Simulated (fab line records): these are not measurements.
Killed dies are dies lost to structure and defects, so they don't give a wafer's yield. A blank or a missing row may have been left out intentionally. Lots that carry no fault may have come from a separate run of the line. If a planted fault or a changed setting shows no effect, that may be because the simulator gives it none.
Chamber matching ; flow gf180mcu ; pecvd-02 running GF_V4_CVD_02: 3 sister chambers
The step deposits SiO2 from TEOS, target thk 850 nm, time 94.851 s. 14 wafers are shown with their chamber, then 7 later ones without.

== WAFERS PAIRED WITH THEIR CHAMBERS ==
wafer;chamber;heater_power_w (W)
L075.1;2;687
L075.2;0;692
L075.4;1;760
L083.2;2;723
L083.5;0;768
L083.6;1;663
L086.1;0;801
L086.5;1;772
L086.6;0;640
L089.1;0;755
L089.4;0;792
L089.5;2;714
L091.3;0;674
L091.4;0;736

SIGNATURES (averages over the wafers above)
reading;chamber 0;chamber 1;chamber 2;scatter within a chamber
heater_power_w;732.25;731.67;708.00;53.5
Rule: for a wafer and a chamber, the distance is found by dividing, reading by reading, the gap between the wafer's reading and the chamber's mean by the reading's scatter, squaring, summing and taking the root. If the next closest chamber is less than 2 further off than the closest, the wafer can't be placed; otherwise it belongs to the closest. The scatter is the square root of a quotient: the sum, over the shown wafers, of each reading's squared deviation from its chamber's mean, divided by wafers minus chambers.

== WAFERS WITHOUT THEIR CHAMBER ==
wafer;heater_power_w (W)
L091.6;767
L093.1;596
L093.2;760
L093.3;637
L097.2;776
L097.3;596
L097.5;663

== WHICH CHAMBER EACH ONE RAN IN ==
wafer;from the rows above;in truth
L091.6;can't be placed: 0 or 1 or 2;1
L093.1;can't be placed: 2 or 1 or 0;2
L093.2;can't be placed: 0 or 1 or 2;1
L093.3;can't be placed: 2 or 1 or 0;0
L097.2;can't be placed: 0 or 1 or 2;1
L097.3;can't be placed: 2 or 1 or 0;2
L097.5;can't be placed: 2 or 1 or 0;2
Placed correctly: 0 of 7. From these rows, 7 cannot be placed; in 7 the true chamber is one of the candidates. Placed wrongly: 0.
